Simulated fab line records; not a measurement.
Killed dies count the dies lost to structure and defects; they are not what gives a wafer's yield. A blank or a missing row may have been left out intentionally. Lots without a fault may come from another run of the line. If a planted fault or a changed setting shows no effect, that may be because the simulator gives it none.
Chamber matching    flow sky130    SKY_POLY_GATE_ETCH_17 on rie-si-02: 4 sister chambers
The step etches poly-Si in HBr/Cl2, stops on SiO2, target depth 180 nm, time 70.5 s. 4 wafers are shown with their chamber, then 8 later ones without.

## WAFERS PAIRED WITH THEIR CHAMBERS
wafer   chamber  drypump-motor-current-A (A)
L118.3  2        5.2
L130.1  1        5.3
L130.6  0        5.3
L131.1  3        5.6

## WAFERS MISSING THEIR CHAMBER
wafer   drypump-motor-current-A (A)
L131.2  5.2
L131.3  5.3
L133.3  5.3
L133.5  5.2
L133.6  5.5
L135.2  5.3
L135.4  5.2
L135.6  5.2

## THE CHAMBER EACH PASSED THROUGH
wafer   from the rows above      in truth
L131.2  2                        2
L131.3  can't be placed: 0 or 1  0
L133.3  can't be placed: 0 or 1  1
L133.5  2                        2
L133.6  3                        3
L135.2  can't be placed: 0 or 1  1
L135.4  2                        2
L135.6  2                        2
5 of 8 placed correctly. Unplaceable from these rows: 3, with the true chamber sitting among the candidates in 3. Placed wrongly: 0.
How it was worked out, from the rows above alone: a wafer's distance from a chamber is the root of the sum, over the readings, of the square of ((its reading less the chamber's mean) divided by the reading's scatter). If the next closest chamber is less than 2 further off than the closest, the wafer can't be placed; otherwise it belongs to the closest. For every chamber, the mean is computed from those of its wafers that are shown. The scatter (one wafer shown for each chamber): square how far every hidden wafer sits from the nearest shown wafer, average those squares and take the square root.
